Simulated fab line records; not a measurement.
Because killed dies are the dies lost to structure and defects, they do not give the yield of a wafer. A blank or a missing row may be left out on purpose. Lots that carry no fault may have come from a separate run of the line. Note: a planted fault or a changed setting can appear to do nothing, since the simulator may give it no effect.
Chamber matching -- flow gf180mcu -- 4 sister chambers for GF_STI_ETCH_14 on rie-si-01
The step etches Si in HBr/Cl2/O2, target depth 360 nm, time 102.9 s. 8 wafers are shown with their chamber, then 9 later ones without.

== WAFERS, EACH WITH ITS CHAMBER ==
wafer,chamber,drypump-motor-current-A (A),bias-w (W)
L350.4,0,6.0,149.9
L351.3,3,6.0,149.9
L353.2,3,6.0,150.0
L353.3,1,5.6,150.2
L353.4,0,6.0,150.6
L357.2,2,5.5,150.6
L357.4,1,5.6,149.5
L357.5,2,5.4,150.6

== WAFERS WITHOUT THEIR CHAMBER ==
wafer,drypump-motor-current-A (A),bias-w (W)
L361.4,6.1,149.7
L361.5,6.1,149.5
L361.6,5.4,150.0
L362.4,6.0,149.3
L362.5,6.0,149.9
L362.6,6.0,150.0
L363.2,6.0,150.5
L363.3,5.5,150.7
L363.4,6.0,150.6

== EACH ONE'S CHAMBER ==
wafer,from the rows above,in truth
L361.4,can't be placed: 3 or 0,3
L361.5,can't be placed: 3 or 0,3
L361.6,2,2
L362.4,can't be placed: 3 or 0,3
L362.5,can't be placed: 3 or 0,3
L362.6,can't be placed: 3 or 0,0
L363.2,can't be placed: 0 or 3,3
L363.3,2,2
L363.4,can't be placed: 0 or 3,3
2 of 9 placed correctly. Not placeable from these rows: 7 (in 7, the candidates include the true chamber). Number placed wrongly: 0.
How it was worked out, from the rows above alone: a wafer's distance from a chamber is the root of the sum, over the readings, of the square of ((its reading less the chamber's mean) divided by the reading's scatter). If the next closest chamber is less than 2 further off than the closest, the wafer can't be placed; otherwise it belongs to the closest. Each chamber's mean is taken over the wafers shown for it. How the scatter is found: for the shown wafers, subtract from each reading the mean of its chamber, square and add these, divide the total by (wafers less chambers), then take the root.
